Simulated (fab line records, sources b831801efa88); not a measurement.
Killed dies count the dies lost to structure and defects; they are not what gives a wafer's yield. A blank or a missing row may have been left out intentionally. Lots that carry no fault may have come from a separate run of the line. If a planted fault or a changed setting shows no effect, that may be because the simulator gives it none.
Which tool did it? :: flow gf180mcu :: Sampling: 12 lots, 36 wafers, 5 of 602 route steps

## WHAT THE GAUGES READ, wafer by wafer
GF_V4_THK_MEAS_01.
lot: L306
measured: day 23 03:26
on: film-metro-02
V4_CVD_00_THK (nm): 591 590 591

lot: L307
measured: day 23 10:38
on: film-metro-04
V4_CVD_00_THK (nm): 605 604 600

lot: L308
measured: day 23 22:41
on: film-metro-04
V4_CVD_00_THK (nm): 602 605 601

lot: L309
measured: day 24 05:02
on: film-metro-02
V4_CVD_00_THK (nm): 612 612 603

lot: L311
measured: day 24 22:59
on: film-metro-04
V4_CVD_00_THK (nm): 599 599 595

lot: L312
measured: day 25 13:05
on: film-metro-03
V4_CVD_00_THK (nm): 599 595 590

lot: L313
measured: day 26 02:13
on: film-metro-04
V4_CVD_00_THK (nm): 603 604 605

lot: L316
measured: day 26 22:42
on: film-metro-04
V4_CVD_00_THK (nm): 590 595 591

lot: L318
measured: day 27 15:22
on: film-metro-02
V4_CVD_00_THK (nm): 599 611 598

lot: L322
measured: day 29 01:25
on: film-metro-03
V4_CVD_00_THK (nm): 591 597 590

lot: L326
measured: day 29 17:49
on: film-metro-02
V4_CVD_00_THK (nm): 606 597 591

lot: L325
measured: day 29 17:41
on: film-metro-03
V4_CVD_00_THK (nm): 582 598 588

## TOOL THAT RAN EACH LOT (tool first, then ch and the chambers of the sampled wafers, then the start)
lot: L306
GF_STI_ETCH_13: rie-diel-01 ch 1,2,3, day 2 01:53
GF_STI_STRIP_15: plasma-asher-03 ch 0,1, day 2 02:02
GF_V2_CVD_02: pecvd-04 ch 0,2, day 18 22:02
GF_M4_SPUTTER_04: pvd-sputter-03, day 22 03:29

lot: L307
GF_STI_ETCH_13: rie-diel-02 ch 1,2, day 2 07:10
GF_STI_STRIP_15: plasma-asher-02 ch 0,1, day 2 07:19
GF_V2_CVD_02: pecvd-02 ch 0,2, day 19 06:18
GF_M4_SPUTTER_04: pvd-sputter-03, day 22 11:31

lot: L308
GF_STI_ETCH_13: rie-diel-01 ch 1,2,3, day 2 11:47
GF_STI_STRIP_15: plasma-asher-02 ch 0,1, day 2 11:56
GF_V2_CVD_02: pecvd-04 ch 0,2, day 19 19:59
GF_M4_SPUTTER_04: pvd-sputter-04, day 22 23:11

lot: L309
GF_STI_ETCH_13: rie-diel-01 ch 0,1,2, day 2 17:50
GF_STI_STRIP_15: plasma-asher-02 ch 0,1, day 2 17:59
GF_V2_CVD_02: pecvd-01 ch 0,1,2, day 20 00:53
GF_M4_SPUTTER_04: pvd-sputter-04, day 23 04:32

lot: L311
GF_STI_ETCH_13: rie-diel-03 ch 0,3, day 3 02:56
GF_STI_STRIP_15: plasma-asher-01 ch 0,1, day 3 03:05
GF_V2_CVD_02: pecvd-04 ch 0,1,2, day 20 22:19
GF_M4_SPUTTER_04: pvd-sputter-03, day 23 23:56

lot: L312
GF_STI_ETCH_13: rie-diel-03 ch 0,3, day 3 08:37
GF_STI_STRIP_15: plasma-asher-01 ch 0,1, day 3 08:46
GF_V2_CVD_02: pecvd-04 ch 1,2, day 21 14:05
GF_M4_SPUTTER_04: pvd-sputter-04, day 24 14:59

lot: L313
GF_STI_ETCH_13: rie-diel-02 ch 1,3, day 3 14:34
GF_STI_STRIP_15: plasma-asher-01 ch 0,1, day 3 14:43
GF_V2_CVD_02: pecvd-01 ch 1,2, day 22 04:08
GF_M4_SPUTTER_04: pvd-sputter-03, day 25 03:59

lot: L316
GF_STI_ETCH_13: rie-diel-02 ch 1,2, day 4 05:43
GF_STI_STRIP_15: plasma-asher-02 ch 0,1, day 4 05:52
GF_V2_CVD_02: pecvd-01 ch 0,1, day 23 01:53
GF_M4_SPUTTER_04: pvd-sputter-02, day 26 01:24

lot: L318
GF_STI_ETCH_13: rie-diel-03 ch 0,2,3, day 4 15:57
GF_STI_STRIP_15: plasma-asher-01 ch 0,1, day 4 16:07
GF_V2_CVD_02: pecvd-04 ch 0,2, day 23 20:41
GF_M4_SPUTTER_04: pvd-sputter-03, day 26 18:11

lot: L322
GF_STI_ETCH_13: rie-diel-02 ch 0,2,3, day 5 12:38
GF_STI_STRIP_15: plasma-asher-03 ch 0,1, day 5 12:47
GF_V2_CVD_02: pecvd-01 ch 1,2, day 25 09:44
GF_M4_SPUTTER_04: pvd-sputter-02, day 28 05:35

lot: L326
GF_STI_ETCH_13: rie-diel-02 ch 1,2, day 6 07:18
GF_STI_STRIP_15: plasma-asher-02 ch 0,1, day 6 07:28
GF_V2_CVD_02: pecvd-02 ch 0,1, day 26 05:14
GF_M4_SPUTTER_04: pvd-sputter-03, day 28 22:08

lot: L325
GF_STI_ETCH_13: rie-diel-01 ch 2,3, day 6 07:31
GF_STI_STRIP_15: plasma-asher-03 ch 0,1, day 6 07:42
GF_V2_CVD_02: pecvd-04 ch 0,1,2, day 26 04:25
GF_M4_SPUTTER_04: pvd-sputter-04, day 28 21:44
- GF_STI_ETCH_13: etches the open film in CHF3/O2, stops on Si, target depth 282.31 nm, time 112.9 s.
- GF_STI_STRIP_15: strips in O2/N2.
- GF_V2_CVD_02: deposits SiO2 from TEOS, target thk 850 nm, time 94.851 s.
- GF_M4_SPUTTER_04: material TiN, target thk 50 nm, time 41.7 s.

## AS READ BY THE TOOLS THEMSELVES (means over the sampled wafers that have a number; for cases with no such wafer, the mark the record gives instead)
GF_STI_ETCH_13.
lot: L306
tool: rie-diel-01
bias-w (W): 200.2
drypump-motor-current-A (A): 5.9
oes-product-au (a.u.): 0.835
throttle-valve-pct (%): 8.808

lot: L307
tool: rie-diel-02
bias-w (W): 200.0
drypump-motor-current-A (A): 5.3
oes-product-au (a.u.): 0.829
throttle-valve-pct (%): 8.806

lot: L308
tool: rie-diel-01
bias-w (W): 200.0
drypump-motor-current-A (A): 5.9
oes-product-au (a.u.): 0.837
throttle-valve-pct (%): 8.817

lot: L309
tool: rie-diel-01
bias-w (W): 200.4
drypump-motor-current-A (A): 5.7
oes-product-au (a.u.): 0.835
throttle-valve-pct (%): 8.797

lot: L311
tool: rie-diel-03
bias-w (W): 199.6
drypump-motor-current-A (A): 5.3
oes-product-au (a.u.): 0.834
throttle-valve-pct (%): 8.809

lot: L312
tool: rie-diel-03
bias-w (W): 199.6
drypump-motor-current-A (A): 5.3
oes-product-au (a.u.): 0.832
throttle-valve-pct (%): 8.806

lot: L313
tool: rie-diel-02
bias-w (W): 199.8
drypump-motor-current-A (A): 5.5
oes-product-au (a.u.): 0.828
throttle-valve-pct (%): 8.812

lot: L316
tool: rie-diel-02
bias-w (W): 200.5
drypump-motor-current-A (A): 5.1
oes-product-au (a.u.): 0.833
throttle-valve-pct (%): 8.818

lot: L318
tool: rie-diel-03
bias-w (W): 187.5
drypump-motor-current-A (A): 5.4
oes-product-au (a.u.): 0.825
throttle-valve-pct (%): 8.803

lot: L322
tool: rie-diel-02
bias-w (W): 199.7
drypump-motor-current-A (A): 5.3
oes-product-au (a.u.): 0.834
throttle-valve-pct (%): 8.801

lot: L326
tool: rie-diel-02
bias-w (W): 200.6
drypump-motor-current-A (A): 5.4
oes-product-au (a.u.): 0.832
throttle-valve-pct (%): 8.801

lot: L325
tool: rie-diel-01
bias-w (W): 199.8
drypump-motor-current-A (A): 5.7
oes-product-au (a.u.): 0.835
throttle-valve-pct (%): 8.801

GF_STI_STRIP_15.
lot: L306
tool: plasma-asher-03
drypump-motor-current-A (A): 6.23
heater-power-w (W): 311
oes-product-au (a.u.): 0.383
strip-time-to-endpoint-s (s): 3.72

lot: L307
tool: plasma-asher-02
drypump-motor-current-A (A): 6.21
heater-power-w (W): 369
oes-product-au (a.u.): 0.382
strip-time-to-endpoint-s (s): 3.71

lot: L308
tool: plasma-asher-02
drypump-motor-current-A (A): 6.27
heater-power-w (W): 376
oes-product-au (a.u.): 0.384
strip-time-to-endpoint-s (s): 3.74

lot: L309
tool: plasma-asher-02
drypump-motor-current-A (A): 6.15
heater-power-w (W): 366
oes-product-au (a.u.): 0.384
strip-time-to-endpoint-s (s): 3.73

lot: L311
tool: plasma-asher-01
drypump-motor-current-A (A): 5.84
heater-power-w (W): 354
oes-product-au (a.u.): 0.382
strip-time-to-endpoint-s (s): 3.76

lot: L312
tool: plasma-asher-01
drypump-motor-current-A (A): 5.90
heater-power-w (W): 338
oes-product-au (a.u.): 0.383
strip-time-to-endpoint-s (s): 3.74

lot: L313
tool: plasma-asher-01
drypump-motor-current-A (A): 5.90
heater-power-w (W): 335
oes-product-au (a.u.): 0.384
strip-time-to-endpoint-s (s): 3.73

lot: L316
tool: plasma-asher-02
drypump-motor-current-A (A): 6.24
heater-power-w (W): 370
oes-product-au (a.u.): 0.386
strip-time-to-endpoint-s (s): 3.70

lot: L318
tool: plasma-asher-01
drypump-motor-current-A (A): 5.82
heater-power-w (W): 352
oes-product-au (a.u.): 0.385
strip-time-to-endpoint-s (s): 3.78

lot: L322
tool: plasma-asher-03
drypump-motor-current-A (A): 6.20
heater-power-w (W): 315
oes-product-au (a.u.): 0.385
strip-time-to-endpoint-s (s): 3.70

lot: L326
tool: plasma-asher-02
drypump-motor-current-A (A): 6.19
heater-power-w (W): 361
oes-product-au (a.u.): 0.383
strip-time-to-endpoint-s (s): 3.71

lot: L325
tool: plasma-asher-03
drypump-motor-current-A (A): 6.19
heater-power-w (W): 312
oes-product-au (a.u.): 0.387
strip-time-to-endpoint-s (s): 3.76

GF_V2_CVD_02.
lot: L306
tool: pecvd-04
heater-power-w (W): 664

lot: L307
tool: pecvd-02
heater-power-w (W): 672

lot: L308
tool: pecvd-04
heater-power-w (W): 677

lot: L309
tool: pecvd-01
heater-power-w (W): 743

lot: L311
tool: pecvd-04
heater-power-w (W): 645

lot: L312
tool: pecvd-04
heater-power-w (W): 675

lot: L313
tool: pecvd-01
heater-power-w (W): 762

lot: L316
tool: pecvd-01
heater-power-w (W): 789

lot: L318
tool: pecvd-04
heater-power-w (W): 731

lot: L322
tool: pecvd-01
heater-power-w (W): 745

lot: L326
tool: pecvd-02
heater-power-w (W): 671

lot: L325
tool: pecvd-04
heater-power-w (W): 676

GF_M4_SPUTTER_04.
lot: L306
tool: pvd-sputter-03
throttle-valve-pct (%): 29.7

lot: L307
tool: pvd-sputter-03
throttle-valve-pct (%): 29.0

lot: L308
tool: pvd-sputter-04
throttle-valve-pct (%): 30.4

lot: L309
tool: pvd-sputter-04
throttle-valve-pct (%): 31.0

lot: L311
tool: pvd-sputter-03
throttle-valve-pct (%): 29.8

lot: L312
tool: pvd-sputter-04
throttle-valve-pct (%): 31.1

lot: L313
tool: pvd-sputter-03
throttle-valve-pct (%): 29.3

lot: L316
tool: pvd-sputter-02
throttle-valve-pct (%): 28.9

lot: L318
tool: pvd-sputter-03
throttle-valve-pct (%): 29.3

lot: L322
tool: pvd-sputter-02
throttle-valve-pct (%): 30.0

lot: L326
tool: pvd-sputter-03
throttle-valve-pct (%): 28.2

lot: L325
tool: pvd-sputter-04
throttle-valve-pct (%): 31.1

## THE ANSWER, worked out from the rows above alone
Rule: the usual values come from the lots themselves. The widest of any qualifying gaps counts: lots, ordered by their means at a reading, are off when they make up no more than a third of the lots, leave a main group of 4 or more, and stand apart from it by 3 or more times the standard deviation of that group's means. If all means in a main group match to the digits the tables above print for the reading, that group is not used. Also off: a lot with no number at a reading for which 4 or more lots have one. The other lots that the step has rows for count as sound. The gauges are gone through in route order, then the tools' own readings, and for those a lot's mean is taken as printed above. At the first step where some lot is off, the reading lying furthest off is the one used; lots without a number count as furthest.
Off at GF_STI_ETCH_13 (bias-w): L318. Main group: mean 200.0 W, sd 0.34.
A tool fits if, at that step or a process step before it, it ran every lot that is off, and no sound lot after the first of them. One fits: GF_STI_ETCH_13 on rie-diel-03. Its last sound lot is L312 (day 3 08:37), its first lot that is off L318 (day 4 15:57): a fault that began between those two fits.
On the lots that are off, the tool's own readings at GF_STI_ETCH_13 differ by more than 5 times the standard deviation of the sound lots' means, which bears it out; bias-w reads 187.5 W there versus 200.0 W on the sound lots.

## WHAT THE SIMULATOR PUT IN
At GF_STI_ETCH_13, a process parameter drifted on rie-diel-03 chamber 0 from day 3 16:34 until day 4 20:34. Setting bias-w, moved by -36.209, from 200. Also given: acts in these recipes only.
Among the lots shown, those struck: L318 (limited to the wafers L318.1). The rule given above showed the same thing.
